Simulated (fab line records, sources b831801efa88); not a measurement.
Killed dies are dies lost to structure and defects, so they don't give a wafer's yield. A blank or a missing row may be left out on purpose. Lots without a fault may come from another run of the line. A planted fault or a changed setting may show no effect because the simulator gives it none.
A struck lot beside a sound one | flow sky130 | 28 steps out of a route of 708
Sound: wafers L228.1, L228.5, L228.6. Struck: wafers L229.2, L229.5, L229.6. The cause comes at the end.
At each step with rows: each side's tool, then ch and its chambers, then its first start. Under that, the readings that differ: sound wafers | struck wafers | difference of the means | sigmas: that difference in standard deviations of wafers without a fault.
alike: readings whose means differ by less than 2 such deviations, and words and numbers that are the same on both sides. not compared: withheld readings, readings that some wafer has no value for, bounds like >300 that may hide the same value, and numbers for which the record gives no deviation and whose values overlap.
The two part at a step that has a row with sigmas, a row that says differs or no value, or rows on one side only. Numbers that don't overlap but have no deviation are shown without sigmas and don't part them. A reading that every wafer of one side lacks parts them only if that side has two wafers or more.

first, 4 steps without rows for these wafers: SKY_VIA4_STRIP_14 (strips in post etch residue remover, time 1200 s); SKY_VIA4_CLEAN_15 (cleans in IPA, time 180 s); SKY_VIA4_CLEAN_16 (cleans in O3/DIW); SKY_VIA4_SPUTTER_17 (material TiN, target thk 20 nm, time 80 s).
SKY_VIA4_CVD_18: deposits W, target thk 505 nm, time 152.14 s.
  sound on cvd_w-02 ch 0,1, day 46 13:53; struck on cvd_w-01 ch 0,1, day 46 19:00
  alike: heater_power_w
SKY_VIA4_RS_MEAS_19: measures by four-point-probe.
  sound on film_metro-02, day 46 14:02; struck on film_metro-03, day 46 19:11
  alike: VIA4_W_RS
SKY_VIA4_THK_MEAS_20: measures by xrf.
  sound on film_metro-02, day 46 14:10; struck on film_metro-03, day 46 19:17
  alike: VIA4_W_THK
then, 2 steps without rows for these wafers: SKY_VIA4_CMP_21 (polishes, stops on SiO2, t overpolish 25 s, target thk 0 nm); SKY_METAL5_SPUTTER_00 (material Ti, target thk 15 nm, time 10 s).
SKY_METAL5_SPUTTER_01: material TiN, target thk 20 nm, time 16.7 s.
  sound on pvd_sputter-01, day 46 14:32; struck on pvd_sputter-02, day 46 19:40
  alike: cathode_dc_power_W, throttle_valve_pct
then, 1 step without rows for these wafers: SKY_METAL5_SPUTTER_02 (material AlCu, target thk 1150 nm, time 61.2 s).
SKY_METAL5_SPUTTER_03: material Ti, target thk 5 nm, time 3.3 s.
  sound on pvd_sputter-01, day 46 14:37; struck on pvd_sputter-02, day 46 19:44
  alike: cathode_dc_power_W, throttle_valve_pct
SKY_METAL5_SPUTTER_04: material TiN, target thk 70 nm, time 58.3 s.
  sound on pvd_sputter-01, day 46 14:38; struck on pvd_sputter-02, day 46 19:45
  reading                                    | sound                | struck               | difference | sigmas
  cathode_dc_power_W (W)                     | 6499.0 6499.6 6499.8 | 6167.1 6168.5 6166.3 | -332.2     | -99 or more
  model.TiN_of_METAL5_SPUTTER_04.thk_nm (nm) | 69.3 71 69.24        | 65.4 65.68 66.46     | -4.0       |
  alike: throttle_valve_pct
SKY_METAL5_RS_MEAS_05: measures by four-point-probe.
  sound on film_metro-04, day 46 14:41; struck on film_metro-04, day 46 19:49
  alike: METAL5_ALCU_RS
SKY_METAL5_THK_MEAS_06: measures by xrf.
  sound on film_metro-04, day 46 14:49; struck on film_metro-04, day 46 19:56
  alike: METAL5_ALCU_THK
then, 7 steps without rows for these wafers: SKY_METAL5_DEHYDRATE_07 (time 60 s); SKY_METAL5_HMDS_08 (prime time 60 s); SKY_METAL5_COAT_09 (resist thk 1800 nm); SKY_METAL5_SOFTBAKE_10 (time 60 s); SKY_METAL5_EXPOSE_11 (exposes mask MM5, target cd 1600 nm); SKY_METAL5_PEB_12; SKY_METAL5_DEVELOP_13 (develop time 60 s).
SKY_METAL5_DESCUM_14: chemistry O2, time 11 s.
  sound on rie_metal-02 ch 0,1, day 47 10:37; struck on rie_metal-01 ch 0,1, day 47 15:17
  alike: drypump_motor_current_A, oes_product_au
  not compared: rf_hours_counter_h
then, 1 step without rows for these wafers: SKY_METAL5_METAL_ETCH_15 (etches the open film in Cl2/BCl3, stops on SiO2, target depth 1260 nm, time 252 s).
SKY_METAL5_STRIP_16: strips in O2/N2.
  sound on plasma_asher-01 ch 0,1, day 47 10:53; struck on plasma_asher-01 ch 0,1, day 47 15:32
  alike: drypump_motor_current_A, oes_product_au, strip_time_to_endpoint_s
  not compared: rf_hours_counter_h
SKY_METAL5_STRIP_17: strips in post etch residue remover, time 1200 s.
  sound on wet_bench-02 ch 3, day 47 10:59; struck on wet_bench-01 ch 3, day 47 15:38
  reading                                    | sound             | struck            | difference | sigmas
  model.TiN_of_METAL5_SPUTTER_04.thk_nm (nm) | 68.88 70.59 68.83 | 64.98 65.26 66.03 | -4.01      |
then, 2 steps without rows for these wafers: SKY_METAL5_CLEAN_18 (cleans in IPA, time 180 s); SKY_PAD_OPEN_PROBE_99.

WHERE THEY PART
Only at SKY_METAL5_SPUTTER_04, within this record. Later steps at which nothing parts them and some readings are alike: SKY_METAL5_RS_MEAS_05, SKY_METAL5_THK_MEAS_06, SKY_METAL5_DESCUM_14, SKY_METAL5_STRIP_16.

WHY: what the simulator had put in
Process parameter drift: pvd_sputter-02, from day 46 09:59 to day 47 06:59, at SKY_METAL5_SPUTTER_04. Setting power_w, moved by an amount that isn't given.
